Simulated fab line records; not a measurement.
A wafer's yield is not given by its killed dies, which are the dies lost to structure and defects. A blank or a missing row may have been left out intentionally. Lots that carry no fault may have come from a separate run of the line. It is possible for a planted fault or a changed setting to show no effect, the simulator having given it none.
Which tool did it? -- flow sky130 -- Sampling: 14 lots, 42 wafers, 2 of 708 route steps

## WHAT EACH GAUGE READ, for each wafer
The record holds no reading of a measuring or inspecting step that can be judged against a usual standard deviation.

## WHICH TOOL RAN EACH LOT (tool, then ch and the chambers of the sampled wafers, then the start)
lot,SKY_GATE_OXIDE_OXIDATION_16,SKY_PAD_OPEN_PROBE_99
L719,"furnace-02 ch 0, day 14 13:27","prober-02, day 46 11:46"
L721,"furnace-02 ch 0, day 15 02:25","prober-01, day 46 15:34"
L723,"furnace-01 ch 0, day 15 10:14","prober-02, day 46 21:59"
L724,"furnace-01 ch 0, day 15 18:07","prober-02, day 46 23:44"
L726,"furnace-01 ch 0, day 16 17:44","prober-02, day 47 15:21"
L727,"furnace-02 ch 0, day 16 21:37","prober-02, day 47 20:28"
L729,"furnace-01 ch 0, day 17 08:23","prober-02, day 48 00:59"
L730,"furnace-01 ch 0, day 17 17:38","prober-01, day 48 12:07"
L731,"furnace-01 ch 0, day 18 00:27","prober-02, day 48 15:12"
L732,"furnace-01 ch 0, day 19 02:32","prober-01, day 49 07:42"
L733,"furnace-02 ch 0, day 19 04:28","prober-01, day 49 08:43"
L735,"furnace-02 ch 0, day 19 11:52","prober-01, day 49 13:58"
L741,"furnace-02 ch 0, day 22 10:51","prober-02, day 51 04:22"
L742,"furnace-01 ch 0, day 22 12:59","prober-02, day 51 08:15"
- SKY_GATE_OXIDE_OXIDATION_16: stabilise 600 s, purge 300 s, target thk 3.57 nm.
- SKY_PAD_OPEN_PROBE_99

## WHAT THE TOOLS THEMSELVES READ (means of the sampled wafers that have a number; where no wafer has one, the mark that the record gives instead)
SKY_GATE_OXIDE_OXIDATION_16. Usual: rampUpCPerMin 9.9999, standard deviation 0.002; spikeTcBottomC 815.3 C, standard deviation 1.4; spikeTcCentreC 801.4 C, standard deviation 0.93; spikeTcLowerC 799.6 C, standard deviation 0.98; spikeTcTopC 810.9 C, standard deviation 1.2; spikeTcUpperC 800.0 C, standard deviation 1.1; tubeCenterTempC 800 C, standard deviation 0.069; tube_center_temp_C_max 802.1, standard deviation 0.31.
lot,tool,rampUpCPerMin,spikeTcBottomC (C),spikeTcCentreC (C),spikeTcLowerC (C),spikeTcTopC (C),spikeTcUpperC (C),tubeCenterTempC (C),tube_center_temp_C_max,flag
L719,furnace-02,10.0004,816.2,801.3,799.0,812.3,799.9,800,802.1,
L721,furnace-02,9.9990,816.5,802.0,800.7,811.7,799.7,800,801.9,
L723,furnace-01,9.9997,814.4,801.2,798.9,810.2,799.6,800,802.0,
L724,furnace-01,9.9998,814.8,802.4,799.9,810.3,801.5,800,802.0,
L726,furnace-01,9.9982,814.3,800.5,798.8,810.7,800.2,800,802.0,
L727,furnace-02,10.0023,815.8,801.5,799.7,812.1,799.1,800,802.2,
L729,furnace-01,9.9991,814.9,800.9,799.6,809.5,800.5,800,802.1,
L730,furnace-01,9.9993,813.9,801.6,798.8,810.1,800.0,800,802.4,
L731,furnace-01,10.0002,834.0,818.6,818.6,828.2,817.6,818,820.1,OFF
L732,furnace-01,9.9991,832.5,819.3,817.0,827.9,818.8,818,820.1,OFF
L733,furnace-02,9.9999,816.1,801.2,800.1,811.9,798.9,800,802.0,
L735,furnace-02,9.9991,816.6,801.7,799.3,810.8,800.3,800,802.0,
L741,furnace-02,9.9998,817.2,801.3,799.7,811.9,799.0,800,802.3,
L742,furnace-01,9.9997,814.3,801.0,799.0,810.2,800.6,800,802.3,

SKY_PAD_OPEN_PROBE_99. Usual: killed_at_M0_to_M3 44, standard deviation 7.1; killed_at_M4_up 3.0, standard deviation 1.9; killedAtContacts 25, standard deviation 5.6; killedAtFrontEnd 14, standard deviation 4.1; killedAtOther 0.2, standard deviation 0.44; killedDies 86, standard deviation 9.1; killedOpen 47, standard deviation 7.4; killedShort 39, standard deviation 5.7.
lot,tool,killed_at_M0_to_M3,killed_at_M4_up,killedAtContacts,killedAtFrontEnd,killedAtOther,killedDies,killedOpen,killedShort,flag
L719,prober-02,38,2.7,30,15,0.0,85,46,38,
L721,prober-01,46,2.7,24,11,0.0,84,45,40,
L723,prober-02,37,3.7,26,16,0.0,83,51,32,
L724,prober-02,40,4.0,21,15,0.3,81,44,37,
L726,prober-02,41,4.0,22,10,0.0,76,41,35,
L727,prober-02,48,3.0,26,16,0.3,93,50,43,
L729,prober-02,41,4.3,30,18,0.3,94,50,44,
L730,prober-01,46,4.0,26,15,0.3,92,48,44,
L731,prober-02,50,3.3,24,9,0.7,87,48,40,
L732,prober-01,51,3.7,32,16,0.3,103,56,47,
L733,prober-01,40,4.3,26,13,0.0,83,44,39,
L735,prober-01,39,2.0,28,13,0.7,82,46,36,
L741,prober-02,38,3.3,26,17,0.0,84,40,44,
L742,prober-02,50,1.7,27,16,0.3,95,53,42,

## THE ANSWER, worked out from the rows above alone
Rule: a lot is off if the mean of its wafers that have a number lies more than 3 standard deviations from the usual mean. A lot without any number at a reading at which 4 lots or more have one is off too. Any other lot the step has rows for is counted as sound. The gauges are gone through in route order, then the tools' own readings, and for those a lot's mean is taken as printed above. At the first step where some lot is off, the reading lying furthest off is the one used; lots without a number count as furthest.
Off: L731, L732, at SKY_GATE_OXIDE_OXIDATION_16 (tubeCenterTempC).
If a tool, at that step or one of the process steps before it, ran each lot that is off and ran no sound lot following the first of them, it fits. Not one of the candidates tried fits.

## WHAT THE SIMULATOR HAD INSERTED
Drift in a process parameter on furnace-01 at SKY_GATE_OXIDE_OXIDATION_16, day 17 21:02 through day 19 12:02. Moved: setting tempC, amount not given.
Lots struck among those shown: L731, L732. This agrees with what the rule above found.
